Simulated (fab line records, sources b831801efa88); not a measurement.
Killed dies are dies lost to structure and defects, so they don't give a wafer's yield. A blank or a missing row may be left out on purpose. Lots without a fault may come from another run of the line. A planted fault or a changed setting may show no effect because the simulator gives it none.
Which tool did it? | flow gf180mcu | 11 lots, 33 wafers sampled, at 2 steps of a route of 602

WHAT THE GAUGES READ, wafer by wafer
GF_VT_IMPLANT_TW_MEAS_21. Usual: VT_IMPLANT_2_TW 1211, standard deviation 17.
lot  | measured     | on            | VT_IMPLANT_2_TW | flag
L552 | day 6 07:27  | film_metro-01 | 1188 1185 1188  |
L553 | day 6 12:13  | film_metro-02 | 1230 1227 1230  |
L562 | day 8 21:42  | film_metro-04 | 1104 1098 1205  | OFF
L563 | day 9 07:17  | film_metro-04 | 1226 1227 1216  |
L565 | day 9 18:12  | film_metro-01 | 1194 1199 1198  |
L567 | day 10 09:41 | film_metro-02 | 1234 1231 1229  |
L569 | day 10 20:59 | film_metro-01 | 1193 1192 1194  |
L572 | day 11 16:44 | film_metro-01 | 1197 1198 1199  |
L573 | day 11 22:22 | film_metro-04 | 1217 1221 1222  |
L574 | day 12 03:51 | film_metro-01 | 1190 1186 1190  |
L575 | day 12 10:35 | film_metro-04 | 1224 1221 1223  |

WHICH TOOL RAN EACH LOT (tool, then ch and the chambers of the sampled wafers, then the start)
lot  | GF_VT_IMPLANT_IMPLANT_19
L552 | implanter-04 ch 0, day 6 07:14
L553 | implanter-01 ch 0, day 6 11:58
L562 | implanter-04 ch 0, day 8 21:29
L563 | implanter-03 ch 0, day 9 07:03
L565 | implanter-01 ch 0, day 9 17:59
L567 | implanter-01 ch 0, day 10 09:27
L569 | implanter-01 ch 0, day 10 20:45
L572 | implanter-01 ch 0, day 11 16:31
L573 | implanter-04 ch 0, day 11 22:07
L574 | implanter-01 ch 0, day 12 03:38
L575 | implanter-03 ch 0, day 12 10:20
- GF_VT_IMPLANT_IMPLANT_19

WHAT THE TOOLS THEMSELVES READ (means of the sampled wafers that have a number; where no wafer has one, the mark that the record gives instead)
GF_VT_IMPLANT_IMPLANT_19. Usual: beam_on_s 10.00 s, standard deviation 0.2; dose_ions_cm2 4.351e+12, standard deviation 4.5e+09; faraday_current_uA 24.5, standard deviation 0.49.
lot  | tool         | beam_on_s (s) | dose_ions_cm2 | faraday_current_uA | flag
L552 | implanter-04 | 9.78          | 4.355e+12     | 25.1               |
L553 | implanter-01 | 10.02         | 4.353e+12     | 24.5               |
L562 | implanter-04 | 9.91          | 4.343e+12     | 24.7               |
L563 | implanter-03 | 10.11         | 4.347e+12     | 24.3               |
L565 | implanter-01 | 10.06         | 4.349e+12     | 24.3               |
L567 | implanter-01 | 10.01         | 4.354e+12     | 24.6               |
L569 | implanter-01 | 9.83          | 4.357e+12     | 25.0               |
L572 | implanter-01 | 9.91          | 4.350e+12     | 24.8               |
L573 | implanter-04 | 10.04         | 4.356e+12     | 24.4               |
L574 | implanter-01 | 9.91          | 4.349e+12     | 24.8               |
L575 | implanter-03 | 10.14         | 4.347e+12     | 24.2               |

THE ANSWER, worked out from the rows above alone
Rule: a lot is off if the mean of its wafers that have a number lies more than 3 standard deviations from the usual mean. A lot without any number at a reading at which 4 lots or more have one is off too. The other lots that the step has rows for count as sound. The gauges are gone through in route order, then the tools' own readings, and for those a lot's mean is taken as printed above. The first step at which some lot is off is used, and at that step the reading that is off furthest; a lot without a number counts as furthest.
Off: L562, at GF_VT_IMPLANT_TW_MEAS_21 (VT_IMPLANT_2_TW).
A tool fits if, at a process step before that reading, it ran every lot that is off, and no sound lot after the first of them. The gauges at GF_VT_IMPLANT_TW_MEAS_21 are tried like those tools. None of those tried fits.

WHAT THE SIMULATOR HAD PUT IN
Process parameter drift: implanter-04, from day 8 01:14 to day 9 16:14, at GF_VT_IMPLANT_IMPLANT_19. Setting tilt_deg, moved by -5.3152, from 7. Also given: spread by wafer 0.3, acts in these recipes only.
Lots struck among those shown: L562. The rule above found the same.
